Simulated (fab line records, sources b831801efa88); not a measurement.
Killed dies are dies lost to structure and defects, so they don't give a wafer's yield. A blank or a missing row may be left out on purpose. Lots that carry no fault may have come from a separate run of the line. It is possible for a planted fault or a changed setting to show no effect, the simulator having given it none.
fab line records	flow gf180mcu	part 1 of 2: steps 1 to 27 of 37
record lots=5	wafers=15	last_day=34
route steps=602 shown PSD@259 NSD@262 SAB@264 SALICIDE@278 CONTACT@287
lots untouched by any fault: they come from a run of this same line in which no faults occurred
start_h: the number of hours between the record's first day and the start of the first shown wafer of the lot	wait_h: hours since the lot's step before	" the same as in the row above	L1.1+2: one row covering several wafers at once	- no value, or no start was given	* or withheld: withheld	< > ~ a bound
route shown NAME@n: names a module that has steps shown in the file, with the first one's number in the route	usual: average and standard deviation across the fault-free wafers	same: alike in all rows	chamber/n: place in a boat	sites: each site's reading	_std_site: standard deviation across them	_edge_site: inner sites' mean taken away from outer sites' mean	radius_mm: how far each site lies from the wafer's centre	mask NAME#n: copy n	behind: tool/chamber where the wafer was last shaped	hold: what put the lot on hold/how long, in hours/how the hold closed	device: transistor that didn't switch, given as n, p or np	end of line: the route-end tests of the same wafers	a step given without rows: its recipe and nothing more	killed: count of dies lost to structure and defects at first sort (not the wafer's yield)	map: a wafer's dies, x killed, . not, _ none there
set.NAME: setting as actually run; set.NAME@STEP: the setting as run at that earlier step	model.NAME: the simulator's own value behind a step, which no gauge read
lots at selected steps of the route; one table per step, one row per wafer
services: the hour from which a tool's chamber was out of use, counted from the record's first day as start_h (under 0 if before that day), plus the number of hours and why
## steps
# step GF_PSD_TW_MEAS_11
# usual PSD_TW=3206/19
lot.wafer	tool	chamber	start_h	wait_h	PSD_TW
L081.2	film_metro-01	-	389.52	0.1	3199
L081.5	"	-	"	"	3191
L081.6	"	-	"	"	3206
L082.2	film_metro-01	-	391.98	0.1	3206
L082.3	"	-	"	"	3200
L082.5	"	-	"	"	3221
L083.3	film_metro-01	-	398.14	0.1	3205
L083.4	"	-	"	"	3196
L083.5	"	-	"	"	3208
L088.4	film_metro-01	-	442.50	0.1	3188
L088.5	"	-	"	"	3195
L088.6	"	-	"	"	3201
L096.1	film_metro-03	-	502.06	0.1	3205
L096.5	"	-	"	"	3209
L096.6	"	-	"	"	3233
# step GF_PSD_CLEAN_12
# recipe chemistry=SC1/SC2	mix=1:4:20	temp_c=70	time_s=150	dry=n2_spin
lot.wafer	tool	chamber	start_h	wait_h
L081.2+5+6	wet_bench-04	0	389.57	0.0
L082.2+3+5	wet_bench-01	1	392.03	0.0
L083.3+4+5	wet_bench-01	0	398.18	0.0
L088.4+5+6	wet_bench-02	2	442.53	0.0
L096.1+5+6	wet_bench-02	3	502.12	0.1
# step GF_PSD_RTA_13
# recipe temp_c=1025	time_s=20	ambient=N2
# usual wafer_temp_C_max=1027.8/0.76
# same lamp_power_pct=30
lot.wafer	tool	chamber	start_h	wait_h	wafer_temp_C_max
L081.2	rtp_anneal-02	0	389.64	0.0	1027.0
L081.5	"	0	"	"	1027.3
L081.6	"	0	"	"	1027.9
L082.2	rtp_anneal-02	0	392.10	0.0	1027.8
L082.3	"	0	"	"	1026.7
L082.5	"	0	"	"	1027.5
L083.3	rtp_anneal-02	0	398.26	0.0	1028.6
L083.4	"	0	"	"	1027.2
L083.5	"	0	"	"	1027.6
L088.4	rtp_anneal-02	0	442.62	0.0	1027.5
L088.5	"	0	"	"	1028.0
L088.6	"	0	"	"	1027.2
L096.1	rtp_anneal-02	0	502.17	0.0	1026.8
L096.5	"	0	"	"	1026.6
L096.6	"	0	"	"	1027.5
# step GF_PSD_RS_MEAS_14
# recipe thk_meas_gauge=four-point-probe
# usual NSD_RS=46.07/0.083
lot.wafer	tool	chamber	start_h	wait_h	NSD_RS[ohm/sq]
L081.2	film_metro-01	-	389.73	0.1	45.96
L081.5	"	-	"	"	46.05
L081.6	"	-	"	"	46.02
L082.2	film_metro-03	-	392.19	0.1	46.12
L082.3	"	-	"	"	45.92
L082.5	"	-	"	"	46.10
L083.3	film_metro-03	-	398.35	0.1	46.08
L083.4	"	-	"	"	46.05
L083.5	"	-	"	"	45.95
L088.4	film_metro-01	-	442.72	0.1	46.03
L088.5	"	-	"	"	46.08
L088.6	"	-	"	"	46.02
L096.1	film_metro-01	-	502.26	0.1	45.98
L096.5	"	-	"	"	46.08
L096.6	"	-	"	"	46.20
# step GF_PSD_RS_MEAS_15
# recipe thk_meas_gauge=four-point-probe
# usual PSD_RS=108.35/0.26
lot.wafer	tool	chamber	start_h	wait_h	PSD_RS[ohm/sq]
L081.2	film_metro-01	-	389.85	0.1	108.63
L081.5	"	-	"	"	108.33
L081.6	"	-	"	"	108.10
L082.2	film_metro-03	-	392.31	0.1	108.22
L082.3	"	-	"	"	108.44
L082.5	"	-	"	"	108.30
L083.3	film_metro-03	-	398.47	0.1	108.30
L083.4	"	-	"	"	108.32
L083.5	"	-	"	"	107.69
L088.4	film_metro-01	-	442.84	0.1	107.95
L088.5	"	-	"	"	108.30
L088.6	"	-	"	"	108.42
L096.1	film_metro-01	-	502.38	0.1	108.19
L096.5	"	-	"	"	108.49
L096.6	"	-	"	"	108.49
# step GF_SAB_CVD_00
# recipe material=SiO2	target_thk_nm=50	precursor=TEOS	temp_c=400	time_s=4.9302	rf_w=600
# usual heater_power_w=698/96
lot.wafer	tool	chamber	start_h	wait_h	heater_power_w	since_wet_clean_h
L081.2	pecvd-03	1	389.95	0.1	841	7
L081.5	"	0	"	"	646	-
L081.6	"	2	"	"	725	-
L082.2	pecvd-02	2	392.41	0.1	559	426
L082.3	"	1	"	"	706	426
L082.5	"	0	"	"	585	-
L083.3	pecvd-04	1	398.56	0.1	647	-
L083.4	"	2	"	"	933	-
L083.5	"	1	"	"	633	-
L088.4	pecvd-03	1	442.91	0.0	803	-
L088.5	"	2	"	"	636	-
L088.6	"	0	"	"	706	-
L096.1	pecvd-02	2	502.50	0.1	536	536
L096.5	"	1	"	"	792	-
L096.6	"	2	"	"	549	-
# step GF_SAB_THK_MEAS_01
# recipe reads=SiO2_of_SAB_CVD_00
# usual SAB_CVD_00_THK=50.1/0.68
lot.wafer	tool	chamber	start_h	wait_h	SAB_CVD_00_THK[nm]
L081.2	film_metro-01	-	389.98	0.0	50.1
L081.5	"	-	"	"	50.1
L081.6	"	-	"	"	50.8
L082.2	film_metro-04	-	392.44	0.0	50.3
L082.3	"	-	"	"	50.6
L082.5	"	-	"	"	51.0
L083.3	film_metro-01	-	398.60	0.0	50.7
L083.4	"	-	"	"	50.9
L083.5	"	-	"	"	50.5
L088.4	film_metro-04	-	442.95	0.0	50.1
L088.5	"	-	"	"	49.9
L088.6	"	-	"	"	49.9
L096.1	film_metro-04	-	502.52	0.0	49.7
L096.5	"	-	"	"	50.6
L096.6	"	-	"	"	50.8
# step GF_SAB_DEHYDRATE_02
# recipe temp_c=200	time_s=60
# usual chill_plate_temp_C=23.01/0.098
lot.wafer	tool	chamber	start_h	wait_h	chill_plate_temp_C
L081.2	litho_track-01	0	400.74	10.8	23.18
L081.5	"	0	"	"	23.03
L081.6	"	0	"	"	23.01
L082.2	litho_track-04	0	403.49	11.0	23.04
L082.3	"	0	"	"	23.03
L082.5	"	0	"	"	22.90
L083.3	litho_track-02	0	409.91	11.3	22.89
L083.4	"	0	"	"	22.95
L083.5	"	0	"	"	22.99
L088.4	litho_track-01	0	454.89	11.9	22.87
L088.5	"	0	"	"	22.94
L088.6	"	0	"	"	23.16
L096.1	litho_track-02	0	513.86	11.3	22.92
L096.5	"	0	"	"	22.99
L096.6	"	0	"	"	22.96
# step GF_SAB_HMDS_03
# recipe prime_time_s=60	prime_temp_c=120
# usual chill_plate_temp_C=23.01/0.1
lot.wafer	tool	chamber	start_h	wait_h	chill_plate_temp_C
L081.2	litho_track-01	0	400.89	0.1	23.01
L081.5	"	0	"	"	22.96
L081.6	"	0	"	"	22.98
L082.2	litho_track-04	0	403.64	0.1	22.93
L082.3	"	0	"	"	22.87
L082.5	"	0	"	"	22.96
L083.3	litho_track-02	0	410.06	0.1	23.04
L083.4	"	0	"	"	22.93
L083.5	"	0	"	"	22.98
L088.4	litho_track-01	0	455.04	0.1	23.06
L088.5	"	0	"	"	22.99
L088.6	"	0	"	"	23.10
L096.1	litho_track-02	0	514.01	0.1	22.97
L096.5	"	0	"	"	23.05
L096.6	"	0	"	"	23.04
# step GF_SAB_COAT_04
# recipe resist=NOVOLAK	spin_rpm=3000	resist_thk_nm=1000
# usual chill_plate_temp_C=23.00/0.11
lot.wafer	tool	chamber	start_h	wait_h	chill_plate_temp_C
L081.2	litho_track-01	0	401.04	0.1	23.15
L081.5	"	0	"	"	22.98
L081.6	"	0	"	"	23.04
L082.2	litho_track-04	0	403.79	0.1	23.04
L082.3	"	0	"	"	22.84
L082.5	"	0	"	"	22.78
L083.3	litho_track-02	0	410.21	0.1	22.98
L083.4	"	0	"	"	23.00
L083.5	"	0	"	"	23.04
L088.4	litho_track-01	0	455.19	0.1	22.91
L088.5	"	0	"	"	22.90
L088.6	"	0	"	"	23.01
L096.1	litho_track-02	0	514.16	0.1	22.92
L096.5	"	0	"	"	22.84
L096.6	"	0	"	"	23.04
# step GF_SAB_SOFTBAKE_05
# recipe temp_c=90	time_s=60	resist=NOVOLAK
# usual chill_plate_temp_C=23.02/0.097
lot.wafer	tool	chamber	start_h	wait_h	chill_plate_temp_C
L081.2	litho_track-01	0	401.19	0.1	22.86
L081.5	"	0	"	"	22.89
L081.6	"	0	"	"	22.89
L082.2	litho_track-04	0	403.94	0.1	23.01
L082.3	"	0	"	"	23.15
L082.5	"	0	"	"	23.03
L083.3	litho_track-02	0	410.36	0.1	23.02
L083.4	"	0	"	"	23.07
L083.5	"	0	"	"	22.80
L088.4	litho_track-01	0	455.34	0.1	22.94
L088.5	"	0	"	"	23.00
L088.6	"	0	"	"	22.99
L096.1	litho_track-02	0	514.31	0.1	22.98
L096.5	"	0	"	"	22.96
L096.6	"	0	"	"	23.07
# step GF_SAB_EXPOSE_06
# recipe mask_id=SAB	target_cd_nm=420	na=0.6	source_shape=conventional	sigma_outer=0.6	dose_mj=140
# usual focus_offset_nm=-0.1/0.51
# same sigma_outer=0.6
lot.wafer	tool	chamber	start_h	wait_h	mask	focus_offset_nm
L081.2	iline_stepper-01	0	-	-	SAB#0	0.1
L081.5	"	0	"	"	SAB#0	0.4
L081.6	"	0	"	"	SAB#0	-0.3
L082.2	iline_stepper-01	0	-	-	SAB#0	0.2
L082.3	"	0	"	"	SAB#0	0.2
L082.5	"	0	"	"	SAB#0	0.2
L083.3	iline_stepper-02	0	-	-	SAB#0	0.0
L083.4	"	0	"	"	SAB#0	-0.3
L083.5	"	0	"	"	SAB#0	0.0
L088.4	iline_stepper-02	0	-	-	SAB#0	-0.7
L088.5	"	0	"	"	SAB#0	-1.0
L088.6	"	0	"	"	SAB#0	-0.6
L096.1	iline_stepper-02	0	-	-	SAB#0	0.6
L096.5	"	0	"	"	SAB#0	1.3
L096.6	"	0	"	"	SAB#0	0.4
# step GF_SAB_PEB_07
# recipe temp_c=withheld	time_s=*	resist=NOVOLAK
# usual chill_plate_temp_C=*
lot.wafer	tool	chamber	start_h	wait_h	chill_plate_temp_C
L081.2	litho_track-01	0	-	-	*
L081.5	"	0	"	"	*
L081.6	"	0	"	"	*
L082.2	litho_track-04	0	-	-	*
L082.3	"	0	"	"	*
L082.5	"	0	"	"	*
L083.3	litho_track-02	0	-	-	*
L083.4	"	0	"	"	*
L083.5	"	0	"	"	*
L088.4	litho_track-04	0	-	-	*
L088.5	"	0	"	"	*
L088.6	"	0	"	"	*
L096.1	litho_track-02	0	-	-	*
L096.5	"	0	"	"	*
L096.6	"	0	"	"	*
# step GF_SAB_DEVELOP_08
# recipe develop_time_s=60	dev_temp_c=23.88
# usual chill_plate_temp_C=23.00/0.11
lot.wafer	tool	chamber	start_h	wait_h	chill_plate_temp_C
L081.2	litho_track-01	0	413.04	0.1	22.86
L081.5	"	0	"	"	22.87
L081.6	"	0	"	"	22.87
L082.2	litho_track-04	0	415.69	0.1	23.05
L082.3	"	0	"	"	23.09
L082.5	"	0	"	"	23.14
L083.3	litho_track-02	0	422.11	0.1	22.99
L083.4	"	0	"	"	23.08
L083.5	"	0	"	"	23.20
L088.4	litho_track-04	0	467.19	0.1	22.79
L088.5	"	0	"	"	22.98
L088.6	"	0	"	"	22.82
L096.1	litho_track-02	0	525.11	0.1	23.03
L096.5	"	0	"	"	23.18
L096.6	"	0	"	"	23.03
# step GF_SAB_CD_MEAS_09
# recipe target_cd_nm=420
# usual cd_nm=420.4/1.9
lot.wafer	tool	chamber	start_h	wait_h	cd_nm
L081.2	cd_sem-02	-	413.18	0.1	419.8
L081.5	"	-	"	"	420.7
L081.6	"	-	"	"	420.5
L082.2	cd_sem-02	-	415.83	0.1	422.7
L082.3	"	-	"	"	422.3
L082.5	"	-	"	"	422.7
L083.3	cd_sem-02	-	422.25	0.1	419.1
L083.4	"	-	"	"	418.9
L083.5	"	-	"	"	419.6
L088.4	cd_sem-01	-	467.32	0.1	420.8
L088.5	"	-	"	"	418.9
L088.6	"	-	"	"	418.8
L096.1	cd_sem-01	-	525.26	0.1	421.7
L096.5	"	-	"	"	421.2
L096.6	"	-	"	"	419.8
# step GF_SAB_OVL_MEAS_10
# usual SAB_OVL=-0.3/1.3
lot.wafer	tool	chamber	start_h	wait_h	SAB_OVL[nm]
L081.2	overlay-01	-	413.29	0.1	-1.5
L081.5	"	-	"	"	-1.9
L081.6	"	-	"	"	-0.8
L082.2	overlay-01	-	415.94	0.1	-2.1
L082.3	"	-	"	"	-4.9
L082.5	"	-	"	"	-3.4
L083.3	overlay-01	-	422.34	0.1	-2.0
L083.4	"	-	"	"	0.6
L083.5	"	-	"	"	0.1
L088.4	overlay-02	-	467.40	0.1	-0.5
L088.5	"	-	"	"	-2.5
L088.6	"	-	"	"	-0.7
L096.1	overlay-02	-	525.38	0.1	0.2
L096.5	"	-	"	"	1.0
L096.6	"	-	"	"	0.2
# step GF_SAB_ETCH_11
# recipe chemistry=C4F8/O2/Ar	mask_material=NOVOLAK	target=SiO2	target_depth_nm=55	source_w=1500	bias_w=1200	pressure_mtorr=40	c4f8_flow_sccm=withheld	O2_flow_sccm=6	Ar_flow_sccm=300	time_s=8.5
# usual oes_product_au=1.002/0.013
lot.wafer	tool	chamber	start_h	wait_h	oes_product_au	rf_hours_counter_h
L081.2	rie_diel-03	0	413.32	0.0	1.007	107
L081.5	"	0	"	"	1.004	-
L081.6	"	1	"	"	0.985	-
L082.2	rie_diel-04	0	415.97	0.0	0.990	99
L082.3	"	2	"	"	0.992	11
L082.5	"	3	"	"	1.004	-
L083.3	rie_diel-03	3	422.37	0.0	1.006	28
L083.4	"	2	"	"	1.019	91
L083.5	"	2	"	"	1.018	-
L088.4	rie_diel-01	3	467.42	0.0	1.007	23
L088.5	"	3	"	"	0.997	-
L088.6	"	0	"	"	1.014	-
L096.1	rie_diel-01	0	525.42	0.0	1.010	23
L096.5	"	0	"	"	1.018	-
L096.6	"	3	"	"	0.994	-
# step GF_SAB_WET_ETCH_12
# recipe chemistry=dHF	target_depth_nm=22	dry=n2_spin	target=SiO2	temp_c=25	dilution=100:1	time_s=440
lot.wafer	tool	chamber	start_h	wait_h
L081.2+5+6	wet_bench-04	2	413.34	0.0
L082.2+3+5	wet_bench-02	0	415.99	0.0
L083.3+4+5	wet_bench-03	1	422.39	0.0
L088.4+5+6	wet_bench-03	0	467.44	0.0
L096.1+5+6	wet_bench-03	3	525.44	0.0
# step GF_SAB_STRIP_13
# recipe chemistry=O2/N2	power_w=1400	pressure_mtorr=1500	platen_temp_c=250	o2_flow_sccm=3000	n2_flow_sccm=300	overash_fraction=0.5
# usual drypump_motor_current_A=5.6/0.35	heater_power_w=333/35	n2_flow_sccm=300.1/0.85	oes_product_au=0.710/0.0047	strip_time_to_endpoint_s=12.61/0.037
lot.wafer	tool	chamber	start_h	wait_h	drypump_motor_current_A	heater_power_w	n2_flow_sccm	oes_product_au	rf_hours_counter_h	strip_time_to_endpoint_s
L081.2	plasma_asher-01	0	413.47	0.0	5.6	338	302.2	0.711	77	12.60
L081.5	"	0	"	"	5.6	337	300.9	0.706	-	12.65
L081.6	"	1	"	"	5.2	301	299.7	0.707	-	12.65
L082.2	plasma_asher-04	1	416.12	0.0	6.2	390	299.5	0.714	66	12.65
L082.3	"	0	"	"	5.8	324	298.9	0.709	-	12.63
L082.5	"	0	"	"	5.8	334	299.4	0.704	-	12.64
L083.3	plasma_asher-04	0	422.68	0.0	5.8	325	302.0	0.716	-	12.63
L083.4	"	1	"	"	6.2	393	299.6	0.708	-	12.62
L083.5	"	0	"	"	5.8	323	299.6	0.717	-	12.65
L088.4	plasma_asher-01	0	467.62	0.0	5.6	327	298.8	0.708	-	12.62
L088.5	"	1	"	"	5.2	273	301.9	0.714	-	12.63
L088.6	"	0	"	"	5.6	335	300.5	0.706	-	12.60
L096.1	plasma_asher-03	0	525.59	0.0	5.3	320	300.2	0.714	38	12.61
L096.5	"	0	"	"	5.3	320	300.2	0.706	-	12.62
L096.6	"	1	"	"	5.7	382	300.7	0.716	-	12.63
# step GF_SALICIDE_CLEAN_00
# recipe chemistry=SC1/SC2	mix=1:4:20	temp_c=70	time_s=150
lot.wafer	tool	chamber	start_h	wait_h
L081.2+5+6	wet_bench-02	1	413.57	0.1
L082.2+3+5	wet_bench-03	0	416.22	0.1
L083.3+4+5	wet_bench-01	2	422.75	0.0
L088.4+5+6	wet_bench-02	3	467.68	0.0
L096.1+5+6	wet_bench-01	0	525.69	0.1
# step GF_SALICIDE_WET_ETCH_01
# recipe chemistry=dHF	target_depth_nm=5	dry=ipa_marangoni	target=SiO2	temp_c=25	dilution=100:1	time_s=100
lot.wafer	tool	chamber	start_h	wait_h
L081.2+5+6	wet_bench-03	3	413.62	0.0
L082.2+3+5	wet_bench-02	0	416.27	0.0
L083.3+4+5	wet_bench-02	2	422.80	0.0
L088.4+5+6	wet_bench-03	3	467.74	0.0
L096.1+5+6	wet_bench-03	2	525.74	0.0
# step GF_SALICIDE_SPUTTER_02
# recipe material=Co	target_thk_nm=10	power_w=1000	time_s=20	chamber_pressure_pa=0.4
# usual throttle_valve_pct=29.8/1
lot.wafer	tool	chamber	start_h	wait_h	throttle_valve_pct
L081.2	pvd_sputter-03	-	413.66	0.0	29.8
L081.5	"	-	"	"	29.4
L081.6	"	-	"	"	27.7
L082.2	pvd_sputter-01	-	416.31	0.0	29.6
L082.3	"	-	"	"	31.4
L082.5	"	-	"	"	29.1
L083.3	pvd_sputter-04	-	422.84	0.0	29.2
L083.4	"	-	"	"	30.1
L083.5	"	-	"	"	29.1
L088.4	pvd_sputter-04	-	467.79	0.0	29.3
L088.5	"	-	"	"	29.4
L088.6	"	-	"	"	29.2
L096.1	pvd_sputter-03	-	525.77	0.0	29.4
L096.5	"	-	"	"	27.6
L096.6	"	-	"	"	31.5
# step GF_SALICIDE_SPUTTER_03
# recipe material=TiN	target_thk_nm=20	power_w=6500	time_s=16.7	chamber_pressure_pa=0.4
# usual throttle_valve_pct=29.7/1
lot.wafer	tool	chamber	start_h	wait_h	throttle_valve_pct
L081.2	pvd_sputter-03	-	413.69	0.0	30.2
L081.5	"	-	"	"	29.5
L081.6	"	-	"	"	27.7
L082.2	pvd_sputter-01	-	416.34	0.0	29.3
L082.3	"	-	"	"	31.1
L082.5	"	-	"	"	29.2
L083.3	pvd_sputter-04	-	422.86	0.0	29.4
L083.4	"	-	"	"	29.8
L083.5	"	-	"	"	29.5
L088.4	pvd_sputter-04	-	467.82	0.0	29.7
L088.5	"	-	"	"	29.1
L088.6	"	-	"	"	29.2
L096.1	pvd_sputter-03	-	525.80	0.0	29.6
L096.5	"	-	"	"	27.8
L096.6	"	-	"	"	31.4
# step GF_SALICIDE_RS_MEAS_04
# recipe thk_meas_gauge=four-point-probe	reads=TiN_of_SALICIDE_SPUTTER_03+Co_of_SALICIDE_SPUTTER_02
# usual SALICIDE_TIN_RS=16.4/0.33
lot.wafer	tool	chamber	start_h	wait_h	SALICIDE_TIN_RS[ohm/sq]
L081.2	film_metro-04	-	413.73	0.0	16.1
L081.5	"	-	"	"	16.0
L081.6	"	-	"	"	16.3
L082.2	film_metro-02	-	416.38	0.0	16.4
L082.3	"	-	"	"	16.7
L082.5	"	-	"	"	16.6
L083.3	film_metro-03	-	422.93	0.1	16.1
L083.4	"	-	"	"	16.0
L083.5	"	-	"	"	15.9
L088.4	film_metro-02	-	467.89	0.1	16.8
L088.5	"	-	"	"	16.9
L088.6	"	-	"	"	16.8
L096.1	film_metro-02	-	525.83	0.0	16.6
L096.5	"	-	"	"	16.5
L096.6	"	-	"	"	16.4
# step GF_SALICIDE_THK_MEAS_05
# recipe thk_meas_gauge=xrf	reads=TiN_of_SALICIDE_SPUTTER_03
# usual SALICIDE_TIN_THK=19.77/0.24
lot.wafer	tool	chamber	start_h	wait_h	SALICIDE_TIN_THK[nm]
L081.2	film_metro-04	-	413.84	0.1	19.39
L081.5	"	-	"	"	19.18
L081.6	"	-	"	"	19.14
L082.2	film_metro-02	-	416.49	0.1	20.17
L082.3	"	-	"	"	19.95
L082.5	"	-	"	"	19.75
L083.3	film_metro-03	-	423.03	0.1	19.85
L083.4	"	-	"	"	19.94
L083.5	"	-	"	"	19.86
L088.4	film_metro-02	-	467.98	0.1	19.97
L088.5	"	-	"	"	19.97
L088.6	"	-	"	"	20.00
L096.1	film_metro-02	-	525.95	0.1	19.61
L096.5	"	-	"	"	19.91
L096.6	"	-	"	"	19.93
# step GF_SALICIDE_RTA_06
# recipe temp_c=530	time_s=30	ambient=N2
# usual lamp_power_pct=6.1/0.73	wafer_temp_C_max=531.5/0.4
lot.wafer	tool	chamber	start_h	wait_h	lamp_power_pct	wafer_temp_C_max
L081.2	rtp_anneal-02	0	413.91	0.1	5.5	531.2
L081.5	"	0	"	"	5.5	530.8
L081.6	"	0	"	"	5.5	530.9
L082.2	rtp_anneal-02	0	416.56	0.1	5.5	531.1
L082.3	"	0	"	"	5.5	531.4
L082.5	"	0	"	"	5.5	531.7
L083.3	rtp_anneal-02	0	423.14	0.1	5.5	531.9
L083.4	"	0	"	"	5.5	531.8
L083.5	"	0	"	"	5.5	532.3
L088.4	rtp_anneal-01	0	468.06	0.1	7.0	531.4
L088.5	"	0	"	"	7.0	531.6
L088.6	"	0	"	"	7.0	531.4
L096.1	rtp_anneal-02	0	526.01	0.1	5.5	532.0
L096.5	"	0	"	"	5.5	532.1
L096.6	"	0	"	"	5.5	531.3
# step GF_SALICIDE_WET_ETCH_07
# recipe chemistry=SPM	target_depth_nm=120	dry=n2_spin
lot.wafer	tool	chamber	start_h	wait_h
L081.2+5+6	wet_bench-02	3	413.99	0.1
L082.2+3+5	wet_bench-03	1	416.64	0.1
L083.3+4+5	wet_bench-03	2	423.27	0.1
L088.4+5+6	wet_bench-02	1	468.11	0.0
L096.1+5+6	wet_bench-01	0	526.11	0.1
